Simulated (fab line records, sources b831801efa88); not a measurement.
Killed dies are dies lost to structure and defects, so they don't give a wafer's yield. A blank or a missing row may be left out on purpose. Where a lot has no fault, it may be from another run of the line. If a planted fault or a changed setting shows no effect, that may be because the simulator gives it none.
Chamber matching :: flow gf180mcu :: rie_diel-01 running GF_V4_ETCH_17: 4 sister chambers
The step etches SiO2 in C4F8/O2/Ar, stops on TiN, target depth 630 nm. 4 wafers are shown with their chamber, then 7 later ones without.

## WAFERS WITH THEIR CHAMBER
wafer: L906.4
chamber: 1
chamber_pressure_mTorr (mTorr): 40.01

wafer: L917.1
chamber: 0
chamber_pressure_mTorr (mTorr): 40.02

wafer: L921.3
chamber: 3
chamber_pressure_mTorr (mTorr): 39.95

wafer: L921.4
chamber: 2
chamber_pressure_mTorr (mTorr): 40.00

## WAFERS MISSING THEIR CHAMBER
wafer: L921.6
chamber_pressure_mTorr (mTorr): 39.96

wafer: L924.2
chamber_pressure_mTorr (mTorr): 40.03

wafer: L924.3
chamber_pressure_mTorr (mTorr): 39.97

wafer: L924.4
chamber_pressure_mTorr (mTorr): 39.96

wafer: L927.1
chamber_pressure_mTorr (mTorr): 40.08

wafer: L927.2
chamber_pressure_mTorr (mTorr): 39.98

wafer: L927.6
chamber_pressure_mTorr (mTorr): 40.05

## CHAMBER TAKEN BY EACH
wafer: L921.6
from the rows above: can't be placed: 3 or 2 or 1 or 0
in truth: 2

wafer: L924.2
from the rows above: can't be placed: 0 or 1 or 2
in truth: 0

wafer: L924.3
from the rows above: can't be placed: 3 or 2 or 1 or 0
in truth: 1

wafer: L924.4
from the rows above: can't be placed: 3 or 2 or 1 or 0
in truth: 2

wafer: L927.1
from the rows above: can't be placed: 0 or 1 or 2
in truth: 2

wafer: L927.2
from the rows above: can't be placed: 2 or 3 or 1 or 0
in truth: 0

wafer: L927.6
from the rows above: can't be placed: 0 or 1 or 2
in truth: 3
0 of 7 placed correctly. Cannot be placed on the basis of these rows: 7; the candidates contain the true chamber in 6. Number placed wrongly: 0.
How it was worked out, from the rows above alone: a wafer's distance from a chamber is the root of the sum, over the readings, of the square of ((its reading less the chamber's mean) divided by the reading's scatter). The wafer belongs to the nearest chamber; if the next one is less than 2 further off, it can't be placed. A chamber's mean is the mean of its shown wafers. The scatter (one wafer shown for each chamber): square how far every hidden wafer sits from the nearest shown wafer, average those squares and take the square root.
